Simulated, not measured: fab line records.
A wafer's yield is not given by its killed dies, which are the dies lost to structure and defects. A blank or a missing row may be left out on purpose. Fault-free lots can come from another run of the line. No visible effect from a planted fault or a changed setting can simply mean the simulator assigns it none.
Which of the tools did it? | flow gf180mcu | 39 wafers from 13 lots sampled at 4 of the route's 602 steps

## WHAT THE GAUGES SHOWED, per wafer
GF_PASSIVATION_BOW_MEAS_14. Usual: PASSIVATION_BOW 134 um, standard deviation 10.
lot  | measured     | on            | PASSIVATION_BOW (um) | flag
L261 | day 29 00:48 | film_metro-01 | 153 153 142          |
L262 | day 29 13:00 | film_metro-04 | 131 124 115          |
L263 | day 29 15:31 | film_metro-04 | 130 144 140          |
L266 | day 30 13:21 | film_metro-03 | 130 150 145          |
L267 | day 30 18:10 | film_metro-03 | 123 117 148          |
L269 | day 31 11:53 | film_metro-01 | 123 123 122          |
L270 | day 31 13:24 | film_metro-04 | 143 144 156          |
L271 | day 32 02:47 | film_metro-03 | 127 129 123          |
L272 | day 32 04:59 | film_metro-01 | 123 129 133          |
L274 | day 32 19:26 | film_metro-03 | 134 127 117          |
L277 | day 33 08:02 | film_metro-04 | 121 132 139          |
L281 | day 34 07:23 | film_metro-03 | 125 125 133          |
L282 | day 34 12:46 | film_metro-01 | 132 131 140          |

## WHICH TOOL RAN EACH LOT (tool, then ch and the chambers of the sampled wafers, then the start)
lot  | GF_STI_STRIP_15                     | GF_V5_SPUTTER_22             | GF_V5_CMP_26
L261 | plasma_asher-03 ch 0,1, day 2 03:19 | pvd_sputter-03, day 27 05:19 | cmp-02 ch 0,1, day 27 05:38
L262 | plasma_asher-03 ch 0,1, day 2 06:16 | pvd_sputter-04, day 27 16:48 | cmp-01 ch 0,1,2, day 27 17:08
L263 | plasma_asher-01 ch 0,1, day 2 11:58 | pvd_sputter-03, day 27 20:54 | cmp-02 ch 0,1,3, day 27 21:20
L266 | plasma_asher-04 ch 0,1, day 3 03:01 | pvd_sputter-03, day 28 19:14 | cmp-02 ch 0,1,3, day 28 19:34
L267 | plasma_asher-03 ch 0,1, day 3 08:25 | pvd_sputter-04, day 29 01:06 | cmp-01 ch 1,2,3, day 29 01:39
L269 | plasma_asher-04 ch 0,1, day 3 19:50 | pvd_sputter-04, day 29 19:26 | cmp-02 ch 0,2,3, day 29 19:47
L270 | plasma_asher-04 ch 0,1, day 3 23:55 | pvd_sputter-03, day 29 20:35 | cmp-02 ch 1,2,3, day 29 20:55
L271 | plasma_asher-03 ch 0,1, day 4 04:27 | pvd_sputter-03, day 30 12:06 | cmp-01 ch 1,2,3, day 30 12:35
L272 | plasma_asher-03 ch 0,1, day 4 11:56 | pvd_sputter-04, day 30 13:55 | cmp-01 ch 0,1,3, day 30 14:14
L274 | plasma_asher-04 ch 0,1, day 4 19:52 | pvd_sputter-02, day 31 06:12 | cmp-02 ch 0,2,3, day 31 06:32
L277 | plasma_asher-01 ch 0,1, day 5 12:04 | pvd_sputter-03, day 31 20:14 | cmp-02 ch 1,2, day 31 20:34
L281 | plasma_asher-03 ch 0,1, day 6 09:01 | pvd_sputter-02, day 32 20:44 | cmp-02 ch 1,2,3, day 32 21:07
L282 | plasma_asher-03 ch 0,1, day 6 14:09 | pvd_sputter-03, day 33 01:17 | cmp-02 ch 0,2,3, day 33 02:55
- GF_STI_STRIP_15: strips in O2/N2.
- GF_V5_SPUTTER_22: material TiN, target thk 10 nm, time 40 s.
- GF_V5_CMP_26: polishes, stops on SiO2, t overpolish 15 s, target thk 0 nm.

## AS READ BY THE TOOLS THEMSELVES (means over the sampled wafers that have a number; for cases with no such wafer, the mark the record gives instead)
GF_STI_STRIP_15. Usual: drypump_motor_current_A 6.0 A, standard deviation 0.35; heater_power_w 307 W, standard deviation 30; oes_product_au 0.383 a.u., standard deviation 0.005; platen_temp_c 250.00 C, standard deviation 0.19; strip_time_to_endpoint_s 3.71 s, standard deviation 0.055.
lot  | tool            | drypump_motor_current_A (A) | heater_power_w (W) | oes_product_au (a.u.) | platen_temp_c (C) | strip_time_to_endpoint_s (s) | flag
L261 | plasma_asher-03 | 5.9                         | 290                | 0.383                 | 249.99            | 3.64                         |
L262 | plasma_asher-03 | 5.9                         | 289                | 0.377                 | 250.13            | 3.63                         |
L263 | plasma_asher-01 | 6.0                         | 307                | 0.388                 | 249.86            | 3.69                         |
L266 | plasma_asher-04 | 5.7                         | 316                | 0.386                 | 250.10            | 3.75                         |
L267 | plasma_asher-03 | 6.1                         | 279                | 0.385                 | 249.88            | 3.74                         |
L269 | plasma_asher-04 | 5.7                         | 320                | 0.380                 | 249.78            | 3.70                         |
L270 | plasma_asher-04 | 5.7                         | 319                | 0.384                 | 250.19            | 3.72                         |
L271 | plasma_asher-03 | 5.9                         | 291                | 0.387                 | 249.87            | 3.76                         |
L272 | plasma_asher-03 | 6.1                         | 280                | 0.382                 | 250.04            | 3.71                         |
L274 | plasma_asher-04 | 5.7                         | 314                | 0.384                 | 250.26            | 3.67                         |
L277 | plasma_asher-01 | 6.1                         | 310                | 0.375                 | 249.83            | 3.73                         |
L281 | plasma_asher-03 | 5.9                         | 305                | 0.381                 | 249.91            | 3.67                         |
L282 | plasma_asher-03 | 6.1                         | 282                | 0.388                 | 250.04            | 3.72                         |

GF_V5_SPUTTER_22. Usual: throttle_valve_pct 29.9 %, standard deviation 0.69.
lot  | tool           | throttle_valve_pct (%) | flag
L261 | pvd_sputter-03 | 29.0                   |
L262 | pvd_sputter-04 | 30.0                   |
L263 | pvd_sputter-03 | 30.1                   |
L266 | pvd_sputter-03 | 29.3                   |
L267 | pvd_sputter-04 | 30.3                   |
L269 | pvd_sputter-04 | 30.1                   |
L270 | pvd_sputter-03 | 29.1                   |
L271 | pvd_sputter-03 | 29.5                   |
L272 | pvd_sputter-04 | 30.3                   |
L274 | pvd_sputter-02 | 29.7                   |
L277 | pvd_sputter-03 | 29.4                   |
L281 | pvd_sputter-02 | 29.5                   |
L282 | pvd_sputter-03 | 29.1                   |

GF_V5_CMP_26. Usual: edge_zone_pressure_frac 1.000, standard deviation 0.0048; motor_current_A 11.5 A, standard deviation 1.6; overpolish_run_s 15.000 s, standard deviation 0.0092; time_to_endpoint_s 85 s, standard deviation 4.7.
lot  | tool   | edge_zone_pressure_frac | motor_current_A (A) | overpolish_run_s (s) | time_to_endpoint_s (s) | flag
L261 | cmp-02 | 1.004                   | 13.5                | 15.007               | 82                     |
L262 | cmp-01 | 1.003                   | 10.7                | 15.000               | 82                     |
L263 | cmp-02 | 0.999                   | 12.9                | 15.005               | 84                     |
L266 | cmp-02 | 0.994                   | 13.6                | 15.003               | 87                     |
L267 | cmp-01 | 1.001                   | 9.7                 | 15.002               | 86                     |
L269 | cmp-02 | 0.995                   | 11.9                | 15.001               | 90                     |
L270 | cmp-02 | 0.998                   | 12.6                | 15.004               | 85                     |
L271 | cmp-01 | 0.997                   | 9.9                 | 15.002               | 84                     |
L272 | cmp-01 | 1.001                   | 10.2                | 15.012               | 82                     |
L274 | cmp-02 | 1.002                   | 12.5                | 15.006               | 90                     |
L277 | cmp-02 | 1.004                   | 11.4                | 14.998               | 84                     |
L281 | cmp-02 | 0.997                   | 12.5                | 14.990               | 86                     |
L282 | cmp-02 | 0.999                   | 12.1                | 14.998               | 90                     |

## THE ANSWER, worked out from the rows above alone
Rule: a lot is off if the mean of its wafers that have a number lies more than 3 standard deviations from the usual mean. Also off: a lot with no number at a reading for which 4 or more lots have one. The other lots that the step has rows for count as sound. First the gauges in route order, then the tools' own readings, where a lot's mean is used as printed above. The first step at which some lot is off is used, and at that step the reading that is off furthest; a lot without a number counts as furthest.
None of the lots is off at any reading shown; this tells nothing.

## WHAT THE SIMULATOR HAD INSERTED
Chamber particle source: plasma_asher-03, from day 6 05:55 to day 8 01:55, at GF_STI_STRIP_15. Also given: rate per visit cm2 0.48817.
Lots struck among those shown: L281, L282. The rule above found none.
